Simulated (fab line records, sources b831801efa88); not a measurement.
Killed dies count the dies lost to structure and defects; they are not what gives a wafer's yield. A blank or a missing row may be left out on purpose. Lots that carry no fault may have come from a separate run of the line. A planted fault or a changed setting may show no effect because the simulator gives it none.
Which of the tools did it? | flow sky130 | 13 lots, 39 wafers sampled, at 3 steps of a route of 708

WHAT THE GAUGES READ, wafer by wafer
SKY_VIA3_OVL_MEAS_13.
lot  | measured     | on         | VIA3_OVL (nm)
L218 | day 39 23:34 | overlay-01 | 2 -14 -2
L219 | day 40 09:05 | overlay-02 | 3 6 3
L222 | day 41 07:04 | overlay-01 | 6 10 1
L223 | day 41 13:49 | overlay-01 | -3 -7 -2
L225 | day 42 02:20 | overlay-01 | 1 -6 -12
L224 | day 42 03:37 | overlay-01 | -5 7 4
L229 | day 43 10:07 | overlay-01 | -1 -4 5
L231 | day 43 18:59 | overlay-02 | -7 7 -8
L232 | day 44 07:12 | overlay-02 | 1 7 0
L233 | day 44 12:41 | overlay-01 | -1 -6 -3
L238 | day 45 10:04 | overlay-01 | -7 -9 1
L239 | day 45 16:39 | overlay-02 | -8 -6 -11
L240 | day 45 23:05 | overlay-02 | -4 -5 -3

SKY_VIA4_THK_MEAS_01.
lot  | measured     | on           | VIA4_HDPCVD_THK (nm)
L218 | day 42 02:11 | filmMetro-03 | 1761 1762 1724
L219 | day 42 12:22 | filmMetro-03 | 1753 1750 1735
L222 | day 43 09:22 | filmMetro-03 | 1759 1731 1716
L223 | day 43 15:16 | filmMetro-01 | 1721 1752 1720
L225 | day 44 04:23 | filmMetro-04 | 1779 1746 1755
L224 | day 44 05:31 | filmMetro-03 | 1728 1753 1744
L229 | day 45 09:16 | filmMetro-01 | 1808 1764 1779
L231 | day 45 17:36 | filmMetro-04 | 1764 1722 1715
L232 | day 46 05:48 | filmMetro-04 | 1758 1727 1744
L233 | day 46 10:29 | filmMetro-03 | 1782 1778 1808
L238 | day 47 06:37 | filmMetro-04 | 1760 1797 1796
L239 | day 47 13:30 | filmMetro-01 | 1748 1749 1752
L240 | day 47 19:11 | filmMetro-01 | 1740 1740 1747

SKY_VIA4_RS_MEAS_19: uses a four-point probe to measure.
lot  | measured     | on           | VIA4_W_RS (ohm/sq)
L218 | day 43 02:59 | filmMetro-04 | 0.2295 0.2344 0.2320
L219 | day 43 12:36 | filmMetro-04 | 0.2303 0.2304 0.2343
L222 | day 44 08:29 | filmMetro-04 | 0.2366 0.2333 0.2303
L223 | day 44 14:26 | filmMetro-03 | 0.2342 0.2388 0.2315
L225 | day 45 04:26 | filmMetro-03 | 0.2355 0.2318 0.2338
L224 | day 45 04:46 | filmMetro-04 | 0.2261 0.2251 0.2305
L229 | day 46 07:06 | filmMetro-03 | 0.2352 0.2368 0.2327
L231 | day 46 14:59 | filmMetro-01 | 0.2351 0.2305 0.2266
L232 | day 47 04:01 | filmMetro-03 | 0.2337 0.2283 0.2329
L233 | day 47 07:40 | filmMetro-03 | 0.2334 0.2290 0.2350
L238 | day 48 03:40 | filmMetro-03 | 0.2322 0.2266 0.2317
L239 | day 48 10:17 | filmMetro-04 | 0.2315 0.2282 0.2348
L240 | day 48 14:52 | filmMetro-04 | 0.2317 0.2246 0.2313

EACH LOT AND THE TOOL THAT RAN IT (in order: tool; ch and the chambers of the sampled wafers; start)
The record holds no process step before these readings.

AS READ BY THE TOOLS THEMSELVES (means over the sampled wafers that have a number; for cases with no such wafer, the mark the record gives instead)
The record holds no such reading with a usual standard deviation.

THE ANSWER, worked out from the rows above alone
Rule: the lots themselves supply what counts as usual. The widest of any qualifying gaps counts: lots, ordered by their means at a reading, are off when they make up no more than a third of the lots, leave a main group of 4 or more, and stand apart from it by 3 or more times the standard deviation of that group's means. A main group is skipped when, at the precision printed for the reading in the tables above, its means are all equal. A lot without any number at a reading at which 4 lots or more have one is off too. Where the step has rows for the other lots, those lots are counted as sound. Order of review: gauges by route order, followed by the tools' own readings, for which a lot's mean as printed above is used. The first step at which some lot is off is used, and at that step the reading that is off furthest; a lot without a number counts as furthest.
Across all readings shown, no lot is off: no conclusion can be drawn from this.

WHAT WAS PUT IN BY THE SIMULATOR
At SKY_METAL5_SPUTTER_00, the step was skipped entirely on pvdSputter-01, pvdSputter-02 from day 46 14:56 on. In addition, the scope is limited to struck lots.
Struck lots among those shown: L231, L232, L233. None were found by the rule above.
